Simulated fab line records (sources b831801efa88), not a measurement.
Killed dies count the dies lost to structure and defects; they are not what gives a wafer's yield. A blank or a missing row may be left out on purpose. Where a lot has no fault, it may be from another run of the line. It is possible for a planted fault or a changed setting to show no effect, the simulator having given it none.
Which of the tools did it? + flow gf180mcu + 12 lots, 36 wafers sampled, at 1 step of a route of 602

## WHAT THE GAUGES READ, wafer by wafer
GF_STI_THK_MEAS_30.
| lot  | measured    | on           | STI_OXIDATION_02_THK (nm) |
|------|-------------|--------------|---------------------------|
| L075 | day 2 13:32 | filmMetro-02 | 9.82 9.86 9.89            |
| L077 | day 2 22:31 | filmMetro-04 | 9.80 9.64 9.82            |
| L079 | day 3 10:38 | filmMetro-02 | 10.58 10.50 10.57         |
| L081 | day 3 18:14 | filmMetro-04 | 10.23 10.16 10.21         |
| L083 | day 4 05:55 | filmMetro-03 | 9.91 9.99 9.79            |
| L085 | day 4 14:09 | filmMetro-02 | 10.02 9.84 9.96           |
| L087 | day 5 02:29 | filmMetro-04 | 10.20 9.94 9.93           |
| L089 | day 5 11:24 | filmMetro-02 | 10.35 10.32 10.26         |
| L091 | day 5 21:47 | filmMetro-02 | 10.24 10.36 10.22         |
| L093 | day 6 10:30 | filmMetro-02 | 9.88 9.79 9.79            |
| L095 | day 6 17:56 | filmMetro-03 | 10.32 10.34 10.08         |
| L097 | day 7 04:32 | filmMetro-02 | 9.80 10.01 10.02          |

## EACH LOT AND THE TOOL THAT RAN IT (in order: tool; ch and the chambers of the sampled wafers; start)
The record shows no process step preceding these readings.

## THE ANSWER, worked out from the rows above alone
Rule: usual is defined by the lots themselves. Put in order of their means at a reading, lots are off if they are a third of the lots or fewer, leave a main group of 4 or more, and stand apart from it by a gap of 3 or more times the standard deviation of the main group's means; of several such gaps the widest counts. A main group is skipped when, at the precision printed for the reading in the tables above, its means are all equal. Also off: a lot with no number at a reading for which 4 or more lots have one. Any other lot the step has rows for is counted as sound.
No lot is off at any reading shown: from this, nothing can be told.

## WHAT THE SIMULATOR PUT IN
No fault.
